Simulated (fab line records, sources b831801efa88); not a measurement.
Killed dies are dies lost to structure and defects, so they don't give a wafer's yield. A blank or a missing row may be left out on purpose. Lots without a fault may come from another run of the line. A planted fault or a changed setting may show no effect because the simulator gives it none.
A struck lot beside a sound one | flow sky130 | 14 steps out of a route of 708
Sound: wafers L656.1, L656.4, L656.6. Struck: wafers L659.1, L659.5, L659.6. The cause comes at the end.
At each step with rows: each side's tool, then ch and its chambers, then its first start. Under that, the readings that differ: sound wafers | struck wafers | difference of the means | sigmas: that difference in standard deviations of wafers without a fault.
alike: readings whose means differ by less than 2 such deviations, and words and numbers that are the same on both sides. not compared: withheld readings, readings that some wafer has no value for, bounds like >300 that may hide the same value, and numbers for which the record gives no deviation and whose values overlap.
The two part at a step that has a row with sigmas, a row that says differs or no value, or rows on one side only. Numbers that don't overlap but have no deviation are shown without sigmas and don't part them. A reading that every wafer of one side lacks parts them only if that side has two wafers or more.

first, 3 steps without rows for these wafers: SKY_METAL4_CLEAN_21 (cleans in IPA, time 180 s); SKY_METAL4_CLEAN_22 (cleans in O3/DIW); SKY_VIA4_HDPCVD_00 (deposits SiO2, target thk 1750 nm, time 300.4 s).
SKY_VIA4_THK_MEAS_01:
  sound on film_metro-04, day 43 00:21; struck on film_metro-01, day 43 04:17
  alike: VIA4_HDPCVD_THK
SKY_VIA4_CMP_02: polishes SiO2.
  sound on cmp-01 ch 0,1,3, day 43 00:31; struck on cmp-02 ch 0,3, day 43 04:21
  alike: head_pressure_psi, motor_current_A
SKY_VIA4_BOW_MEAS_03:
  sound on film_metro-01, day 43 00:43; struck on film_metro-03, day 43 04:39
  alike: VIA4_BOW
then, 6 steps without rows for these wafers: SKY_VIA4_DEHYDRATE_04 (time 60 s); SKY_VIA4_HMDS_05 (prime time 60 s); SKY_VIA4_COAT_06 (resist thk 1140 nm); SKY_VIA4_SOFTBAKE_07 (time 60 s); SKY_VIA4_EXPOSE_08 (exposes mask VIM4, target cd 800 nm); SKY_VIA4_PEB_09.
SKY_VIA4_DEVELOP_10: develop time 60 s.
  sound on litho_track-01 ch 0, day 43 23:17; struck on litho_track-01, day 44 03:26
  no value came back on the struck wafers for chill_plate_temp_C (C), develop_time_s (s), exhaust_pa (Pa); on the sound wafers chill_plate_temp_C (C) reads 22.74 22.99 22.90
SKY_VIA4_OVL_MEAS_11:
  sound on overlay-02, day 43 23:26; struck on overlay-01, day 44 03:35
  reading       | sound          | struck | difference                    | sigmas
  VIA4_OVL (nm) | -2.8 -1.1 -1.9 | - - -  | no value on the struck wafers |

WHERE THEY PART
First at SKY_VIA4_DEVELOP_10; last, within this record, at SKY_VIA4_OVL_MEAS_11.

WHY: what the simulator had put in
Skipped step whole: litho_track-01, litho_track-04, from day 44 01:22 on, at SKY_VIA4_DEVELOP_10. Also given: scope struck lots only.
